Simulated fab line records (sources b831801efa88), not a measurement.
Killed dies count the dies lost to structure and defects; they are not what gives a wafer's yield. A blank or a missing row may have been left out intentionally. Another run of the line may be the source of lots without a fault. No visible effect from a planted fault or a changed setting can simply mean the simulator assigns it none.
What tool caused it? + flow sky130 + 72 wafers from 24 lots sampled at 6 of the route's 708 steps

== WHAT EACH GAUGE READ, for each wafer ==
SKY_FIELD_ISO_THK_MEAS_23. Usual: for FIELD_ISO_OXIDATION_01_THK the level is 10.09 nm and the standard deviation is 0.18.
| lot  | measured    | on           | FIELD_ISO_OXIDATION_01_THK (nm) | flag |
|------|-------------|--------------|---------------------------------|------|
| L074 | day 2 07:09 | filmMetro-04 | 9.96 10.22 10.12                |      |
| L075 | day 2 13:17 | filmMetro-04 | 9.86 9.85 9.95                  |      |
| L076 | day 2 19:49 | filmMetro-04 | 10.21 10.00 10.09               |      |
| L077 | day 2 23:47 | filmMetro-01 | 9.89 9.90 9.99                  |      |
| L078 | day 3 02:55 | filmMetro-03 | 10.04 9.95 9.80                 |      |
| L079 | day 3 10:59 | filmMetro-01 | 10.11 10.22 10.21               |      |
| L080 | day 3 14:48 | filmMetro-04 | 10.29 10.38 10.50               |      |
| L081 | day 3 21:52 | filmMetro-03 | 10.24 10.33 10.38               |      |
| L082 | day 4 02:05 | filmMetro-01 | 10.02 10.06 10.08               |      |
| L083 | day 4 05:42 | filmMetro-01 | 9.89 9.98 9.97                  |      |
| L084 | day 4 12:02 | filmMetro-04 | 10.25 10.17 10.17               |      |
| L085 | day 4 19:46 | filmMetro-01 | 10.17 10.01 10.10               |      |
| L086 | day 4 22:53 | filmMetro-03 | 10.25 10.31 10.27               |      |
| L087 | day 5 02:53 | filmMetro-04 | 9.86 9.64 9.89                  |      |
| L088 | day 5 08:21 | filmMetro-01 | 10.22 10.09 10.12               |      |
| L089 | day 5 15:11 | filmMetro-04 | 10.05 9.96 10.06                |      |
| L090 | day 5 21:49 | filmMetro-04 | 10.14 10.07 10.23               |      |
| L091 | day 5 23:00 | filmMetro-01 | 9.86 9.94 10.03                 |      |
| L092 | day 6 08:37 | filmMetro-03 | 10.23 10.32 10.31               |      |
| L093 | day 6 11:19 | filmMetro-01 | 10.27 10.36 10.35               |      |
| L095 | day 6 21:13 | filmMetro-03 | 10.25 10.11 10.06               |      |
| L094 | day 6 21:14 | filmMetro-04 | 10.39 10.21 10.31               |      |
| L096 | day 7 00:22 | filmMetro-01 | 9.77 9.89 9.92                  |      |
| L097 | day 7 05:58 | filmMetro-03 | 9.74 9.95 9.81                  |      |

SKY_NWELL_RS_MEAS_31: uses a four-point probe to measure. Usual: for PWDE_RS the level is 5273 ohm/sq and the standard deviation is 15.
| lot  | measured     | on           | PWDE_RS (ohm/sq) | flag |
|------|--------------|--------------|------------------|------|
| L074 | day 5 04:14  | filmMetro-02 | 5248 5265 5271   |      |
| L075 | day 5 15:20  | filmMetro-01 | 5285 5289 5274   |      |
| L076 | day 5 21:59  | filmMetro-01 | 5270 5298 5285   |      |
| L077 | day 5 23:52  | filmMetro-03 | 5292 5285 5275   |      |
| L078 | day 6 05:20  | filmMetro-01 | 5245 5269 5269   |      |
| L079 | day 6 12:44  | filmMetro-03 | 5285 5275 5290   |      |
| L080 | day 6 20:44  | filmMetro-03 | 5292 5289 5274   |      |
| L081 | day 7 04:01  | filmMetro-01 | 5275 5272 5273   |      |
| L082 | day 7 05:52  | filmMetro-01 | 5243 5264 5241   |      |
| L083 | day 7 11:19  | filmMetro-01 | 5323 5309 5307   |      |
| L084 | day 7 22:22  | filmMetro-02 | 5251 5260 5280   |      |
| L085 | day 8 08:16  | filmMetro-01 | 5266 5292 5280   |      |
| L086 | day 8 09:26  | filmMetro-02 | 5246 5268 5253   |      |
| L087 | day 8 15:00  | filmMetro-02 | 5279 5270 5269   |      |
| L088 | day 8 20:20  | filmMetro-03 | 5260 5290 5265   |      |
| L089 | day 9 04:01  | filmMetro-03 | 5249 5267 5278   |      |
| L090 | day 9 10:54  | filmMetro-01 | 5289 5265 5283   |      |
| L091 | day 9 12:40  | filmMetro-01 | 5270 5263 5269   |      |
| L092 | day 10 09:47 | filmMetro-02 | 5274 5281 5266   |      |
| L093 | day 10 10:49 | filmMetro-03 | 5260 5267 5271   |      |
| L095 | day 10 19:05 | filmMetro-02 | 5279 5293 5285   |      |
| L094 | day 10 19:14 | filmMetro-01 | 5263 5263 5235   |      |
| L096 | day 10 22:10 | filmMetro-03 | 5264 5249 5269   |      |
| L097 | day 11 02:25 | filmMetro-02 | 5275 5279 5289   |      |

SKY_LDD_HVN_TW_MEAS_10. Usual: for LDD_HVN_TW the level is 1422 and the standard deviation is 11.
| lot  | measured     | on           | LDD_HVN_TW     | flag |
|------|--------------|--------------|----------------|------|
| L074 | day 19 23:35 | filmMetro-04 | 1437 1443 1440 |      |
| L075 | day 20 15:47 | filmMetro-04 | 1429 1434 1437 |      |
| L076 | day 21 08:33 | filmMetro-03 | 1403 1407 1405 |      |
| L077 | day 21 08:14 | filmMetro-03 | 1416 1416 1409 |      |
| L078 | day 21 15:00 | filmMetro-02 | 1426 1432 1427 |      |
| L079 | day 21 19:00 | filmMetro-04 | 1431 1421 1425 |      |
| L080 | day 22 18:38 | filmMetro-02 | 1425 1426 1429 |      |
| L081 | day 23 01:47 | filmMetro-04 | 1426 1415 1429 |      |
| L082 | day 23 06:04 | filmMetro-02 | 1433 1437 1433 |      |
| L083 | day 23 13:53 | filmMetro-03 | 1415 1414 1420 |      |
| L084 | day 24 03:17 | filmMetro-04 | 1427 1424 1425 |      |
| L085 | day 24 16:32 | filmMetro-04 | 1428 1419 1416 |      |
| L086 | day 25 04:40 | filmMetro-04 | 1429 1433 1427 |      |
| L087 | day 25 08:59 | filmMetro-03 | 1412 1414 1413 |      |
| L088 | day 25 10:34 | filmMetro-03 | 1406 1410 1417 |      |
| L089 | day 25 18:26 | filmMetro-04 | 1429 1430 1432 |      |
| L090 | day 26 03:05 | filmMetro-04 | 1413 1427 1426 |      |
| L091 | day 26 05:16 | filmMetro-02 | 1426 1427 1424 |      |
| L092 | day 27 07:07 | filmMetro-04 | 1417 1419 1414 |      |
| L093 | day 27 11:29 | filmMetro-02 | 1423 1432 1437 |      |
| L095 | day 27 17:18 | filmMetro-03 | 1407 1401 1405 |      |
| L094 | day 27 22:11 | filmMetro-03 | 1407 1409 1411 |      |
| L096 | day 28 04:59 | filmMetro-03 | 1411 1406 1399 |      |
| L097 | day 28 09:00 | filmMetro-02 | 1430 1425 1435 |      |

SKY_PASSIVATION_THK_MEAS_01. Usual: for PASSIVATION_CVD_00_THK the level is 90.0 nm and the standard deviation is 1.2.
| lot  | measured     | on           | PASSIVATION_CVD_00_THK (nm) | flag |
|------|--------------|--------------|-----------------------------|------|
| L074 | day 43 14:02 | filmMetro-02 | 89.0 90.3 91.4              |      |
| L075 | day 43 23:23 | filmMetro-03 | 89.3 89.8 90.6              |      |
| L076 | day 45 08:02 | filmMetro-02 | 88.6 88.7 89.7              |      |
| L077 | day 45 05:54 | filmMetro-04 | 87.8 87.2 88.8              |      |
| L078 | day 45 07:32 | filmMetro-02 | 89.8 90.7 91.2              |      |
| L079 | day 45 10:16 | filmMetro-04 | 90.2 89.6 93.5              |      |
| L080 | day 45 11:39 | filmMetro-04 | 88.3 89.4 88.9              |      |
| L081 | day 45 16:59 | filmMetro-02 | 89.6 92.1 89.8              |      |
| L082 | day 45 18:40 | filmMetro-04 | 88.6 90.9 90.4              |      |
| L083 | day 46 00:14 | filmMetro-04 | 88.6 89.8 89.0              |      |
| L084 | day 46 12:43 | filmMetro-03 | 89.9 91.0 91.0              |      |
| L085 | day 46 22:44 | filmMetro-04 | 89.0 90.1 91.1              |      |
| L086 | day 47 06:31 | filmMetro-04 | 90.5 90.2 90.6              |      |
| L087 | day 47 09:49 | filmMetro-04 | 89.2 89.8 88.9              |      |
| L088 | day 47 11:51 | filmMetro-03 | 91.7 92.4 92.6              |      |
| L089 | day 47 13:32 | filmMetro-03 | 88.4 88.2 89.9              |      |
| L090 | day 47 23:17 | filmMetro-04 | 89.3 88.8 91.2              |      |
| L091 | day 47 23:38 | filmMetro-02 | 90.0 90.1 90.3              |      |
| L092 | day 48 14:15 | filmMetro-02 | 89.9 90.5 90.5              |      |
| L093 | day 48 18:20 | filmMetro-04 | 90.0 90.3 91.3              |      |
| L095 | day 48 23:29 | filmMetro-04 | 87.8 89.6 91.7              |      |
| L094 | day 49 01:32 | filmMetro-03 | 91.0 91.2 92.3              |      |
| L096 | day 49 04:04 | filmMetro-03 | 89.5 88.7 91.4              |      |
| L097 | day 49 06:43 | filmMetro-04 | 89.0 89.2 90.9              |      |

== EACH LOT AND THE TOOL THAT RAN IT (in order: tool; ch and the chambers of the sampled wafers; start) ==
| lot  | SKY_SONOS_ONO_ETCH_15             | SKY_VIA4_SPUTTER_17         |
|------|-----------------------------------|-----------------------------|
| L074 | rieDiel-02 ch 0,1,3, day 12 08:07 | pvdSputter-03, day 42 12:43 |
| L075 | rieDiel-04 ch 0,1,3, day 13 00:43 | pvdSputter-01, day 42 23:20 |
| L076 | rieDiel-02 ch 0,1, day 13 10:16   | pvdSputter-01, day 44 09:13 |
| L077 | rieDiel-04 ch 0,3, day 13 11:10   | pvdSputter-01, day 44 07:00 |
| L078 | rieDiel-03 ch 2,3, day 13 19:40   | pvdSputter-02, day 44 09:05 |
| L079 | rieDiel-03 ch 0,1,2, day 14 01:55 | pvdSputter-02, day 44 10:55 |
| L080 | rieDiel-04 ch 0,2,3, day 14 16:35 | pvdSputter-01, day 44 12:24 |
| L081 | rieDiel-02 ch 0,1,2, day 15 03:43 | pvdSputter-01, day 44 18:26 |
| L082 | rieDiel-04 ch 2,3, day 15 05:34   | pvdSputter-03, day 44 19:43 |
| L083 | rieDiel-02 ch 0,1,2, day 15 12:55 | pvdSputter-03, day 45 01:25 |
| L084 | rieDiel-02 ch 0,2,3, day 16 04:08 | pvdSputter-02, day 45 14:04 |
| L085 | rieDiel-02 ch 0,2,3, day 16 16:19 | pvdSputter-01, day 46 00:21 |
| L086 | rieDiel-03 ch 0,1,2, day 17 04:05 | pvdSputter-03, day 46 07:16 |
| L087 | rieDiel-03 ch 0,1,2, day 17 06:17 | pvdSputter-02, day 46 10:55 |
| L088 | rieDiel-03 ch 2,3, day 17 09:31   | pvdSputter-01, day 46 12:34 |
| L089 | rieDiel-04 ch 0,2,3, day 17 19:40 | pvdSputter-03, day 46 14:20 |
| L090 | rieDiel-03 ch 0,1,2, day 18 02:52 | pvdSputter-01, day 47 03:31 |
| L091 | rieDiel-02 ch 0,1,3, day 18 07:31 | pvdSputter-01, day 47 03:55 |
| L092 | rieDiel-04 ch 1,2, day 19 09:43   | pvdSputter-03, day 47 18:00 |
| L093 | rieDiel-03 ch 0,2,3, day 19 12:07 | pvdSputter-02, day 47 22:28 |
| L095 | rieDiel-03 ch 0,1, day 19 21:37   | pvdSputter-03, day 48 03:07 |
| L094 | rieDiel-02 ch 0,1,3, day 20 02:49 | pvdSputter-03, day 48 04:42 |
| L096 | rieDiel-03 ch 0,1,2, day 20 09:47 | pvdSputter-01, day 48 07:58 |
| L097 | rieDiel-04 ch 0,2,3, day 20 14:01 | pvdSputter-01, day 48 10:45 |
- SKY_SONOS_ONO_ETCH_15: etches the open film in CHF3/O2, target depth 19.52 nm, time 7.8 s.
- SKY_VIA4_SPUTTER_17: material TiN, target thk 20 nm, time 80 s.

== WHAT THE TOOLS THEMSELVES READ (means of the sampled wafers that have a number; where no wafer has one, the mark that the record gives instead) ==
SKY_SONOS_ONO_ETCH_15. Usual: drypumpMotorCurrentA 5.8 A, standard deviation 0.42; oesProductAu 0.999 a.u., standard deviation 0.0085; throttleValvePct 8.824 %, standard deviation 0.0084.
| lot  | tool       | drypumpMotorCurrentA (A) | oesProductAu (a.u.) | throttleValvePct (%) | flag |
|------|------------|--------------------------|---------------------|----------------------|------|
| L074 | rieDiel-02 | 5.4                      | 0.991               | 8.826                |      |
| L075 | rieDiel-04 | 6.4                      | 0.997               | 8.818                |      |
| L076 | rieDiel-02 | 5.2                      | 0.996               | 8.828                |      |
| L077 | rieDiel-04 | 6.6                      | 1.000               | 8.821                |      |
| L078 | rieDiel-03 | 5.7                      | 1.000               | 8.826                |      |
| L079 | rieDiel-03 | 5.6                      | 1.005               | 8.825                |      |
| L080 | rieDiel-04 | 6.3                      | 1.004               | 8.825                |      |
| L081 | rieDiel-02 | 5.5                      | 1.003               | 8.826                |      |
| L082 | rieDiel-04 | 6.3                      | 0.988               | 8.826                |      |
| L083 | rieDiel-02 | 5.5                      | 1.000               | 8.828                |      |
| L084 | rieDiel-02 | 5.6                      | 0.989               | 8.813                |      |
| L085 | rieDiel-02 | 5.7                      | 1.009               | 8.827                |      |
| L086 | rieDiel-03 | 5.6                      | 1.001               | 8.831                |      |
| L087 | rieDiel-03 | 5.6                      | 0.999               | 8.824                |      |
| L088 | rieDiel-03 | 5.8                      | 1.000               | 8.820                |      |
| L089 | rieDiel-04 | 6.2                      | 0.998               | 8.824                |      |
| L090 | rieDiel-03 | 5.6                      | 1.005               | 8.815                |      |
| L091 | rieDiel-02 | 5.4                      | 0.993               | 8.824                |      |
| L092 | rieDiel-04 | 5.9                      | 0.992               | 8.821                |      |
| L093 | rieDiel-03 | 5.7                      | 1.006               | 8.831                |      |
| L095 | rieDiel-03 | 5.7                      | 0.998               | 8.824                |      |
| L094 | rieDiel-02 | 5.4                      | 0.990               | 8.823                |      |
| L096 | rieDiel-03 | 5.6                      | 1.002               | 8.815                |      |
| L097 | rieDiel-04 | 6.3                      | 0.988               | 8.825                |      |

SKY_VIA4_SPUTTER_17. Usual: throttleValvePct at 30.0 %, with a standard deviation of 0.75.
| lot  | tool          | throttleValvePct (%) | flag |
|------|---------------|----------------------|------|
| L074 | pvdSputter-03 | 29.7                 |      |
| L075 | pvdSputter-01 | 30.1                 |      |
| L076 | pvdSputter-01 | 29.8                 |      |
| L077 | pvdSputter-01 | 30.1                 |      |
| L078 | pvdSputter-02 | 29.2                 |      |
| L079 | pvdSputter-02 | 30.2                 |      |
| L080 | pvdSputter-01 | 30.2                 |      |
| L081 | pvdSputter-01 | 30.1                 |      |
| L082 | pvdSputter-03 | 30.4                 |      |
| L083 | pvdSputter-03 | 30.0                 |      |
| L084 | pvdSputter-02 | 30.2                 |      |
| L085 | pvdSputter-01 | 30.2                 |      |
| L086 | pvdSputter-03 | 30.2                 |      |
| L087 | pvdSputter-02 | 30.2                 |      |
| L088 | pvdSputter-01 | 30.4                 |      |
| L089 | pvdSputter-03 | 29.1                 |      |
| L090 | pvdSputter-01 | 30.7                 |      |
| L091 | pvdSputter-01 | 30.0                 |      |
| L092 | pvdSputter-03 | 29.2                 |      |
| L093 | pvdSputter-02 | 29.8                 |      |
| L095 | pvdSputter-03 | 29.9                 |      |
| L094 | pvdSputter-03 | 29.5                 |      |
| L096 | pvdSputter-01 | 30.2                 |      |
| L097 | pvdSputter-01 | 29.9                 |      |

== THE ANSWER, worked out from the rows above alone ==
Rule: lot off if the mean of its wafers having a number is beyond 3 standard deviations from the usual mean. A lot without any number at a reading at which 4 lots or more have one is off too. Where the step has rows for the other lots, those lots are counted as sound. Order of review: gauges by route order, followed by the tools' own readings, for which a lot's mean as printed above is used. At the first step where some lot is off, the reading lying furthest off is the one used; lots without a number count as furthest.
No lot is off at any reading shown: from this, nothing can be told.

== WHAT WAS PUT IN BY THE SIMULATOR ==
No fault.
